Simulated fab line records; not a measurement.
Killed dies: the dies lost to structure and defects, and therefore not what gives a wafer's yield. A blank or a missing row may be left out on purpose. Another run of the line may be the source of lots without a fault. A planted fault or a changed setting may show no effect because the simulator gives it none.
2 desks looking at one fault    flow sky130    only its own numbers are on each desk; what lay behind them is given at the end

AT THE TOOL OWNER'S DESK: krf_scanner-02
The tool's own readings at SKY_POLY_GATE_EXPOSE_10 (exposes mask P1M, target cd 150 nm): means of the sampled wafers that have a number, for each lot that ran on this tool. Marked OUT: a lot whose mean sits more than 4 standard deviations from the usual mean, which makes it out of limits; the brackets give that distance.
Columns: A = exposure_dose_mJ_cm2 at SKY_POLY_GATE_EXPOSE_10, usual 27.96; B = reticle_temp_C at SKY_POLY_GATE_EXPOSE_10, usual 22.99 C
lot   first seen here  A                B
L384  day 15 13:02     28.03            23.06
L385  day 16 00:38     27.94            22.96
L386  day 16 12:19     27.97            23.07
L387  day 16 19:21     27.98            22.99
L388  day 17 07:20     27.98            23.13
L394  day 19 12:19     27.94            22.90
L402  day 22 10:25     26.90 (-33) OUT  23.09
L404  day 23 03:12     27.07 (-28) OUT  23.02
This desk's finding: out of limits on L402, L404; first on L402, day 22 10:25 (exposure_dose_mJ_cm2 at SKY_POLY_GATE_EXPOSE_10). L384, L385, L386, L387, L388, L394: within limits.

FROM THE METROLOGY DESK
What the gauges read for every lot (on any tool): the sampled wafers with a number, averaged. Marked OUT: a lot whose mean sits more than 4 standard deviations from the usual mean, which makes it out of limits; the brackets give that distance.
Columns: A = PWDE_RS at SKY_NWELL_RS_MEAS_31, usual 5272 ohm/sq; B = cd_nm at SKY_POLY_GATE_CD_MEAS_13, usual 150.1 nm; C = cd_nm at SKY_POLY_GATE_CD_MEAS_22, usual 149.7 nm; D = cd_nm at SKY_CONTACT_CD_MEAS_14, usual 169.8 nm
lot   first seen here  A     B                 C      D
L384  day 5 06:46      5292  150.6             151.0  167.7
L385  day 5 10:35      5266  150.0             150.3  170.2
L386  day 5 19:53      5291  150.8             150.8  167.6
L387  day 6 02:16      5276  150.3             149.4  169.8
L388  day 6 08:58      5271  149.7             149.3  169.7
L389  day 6 17:41      5267  149.6             150.0  170.2
L391  day 7 04:49      5262  149.7             149.4  170.3
L394  day 7 20:36      5274  148.9             147.8  170.8
L399  day 8 23:59      5293  150.4             149.3  168.8
L402  day 9 18:23      5294  156.5 (+4.9) OUT  156.4  169.0
L404  day 10 09:56     5276  154.5             153.5  170.1
L405  day 10 17:23     5284  152.7             153.5  171.8
This desk's finding: out of limits on L402; first on L402, day 23 01:14 (cd_nm at SKY_POLY_GATE_CD_MEAS_13). L384, L385, L386, L387, L388, L389, L391, L394, L399, L404, L405: within limits.

TAKEN TOGETHER
The tool owner's desk had the chance to raise an alarm at day 22 10:25 on L402, L404.
An alarm was possible from the metrology desk at day 23 01:14, on L402.
The metrology desk holds a record of L404, inside its limits.
On krf_scanner-02, each named lot ran SKY_POLY_GATE_EXPOSE_10.

WHAT HAD BEEN PUT IN BY THE SIMULATOR
Drift in process parameters on krf_scanner-02 at SKY_POLY_GATE_EXPOSE_10, starting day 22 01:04. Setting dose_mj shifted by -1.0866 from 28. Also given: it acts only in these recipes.
Lots struck among those shown: L402, L404.
Fault start to first reading out of limits, in hours, per desk: tool owner, 9; metrology, 24.
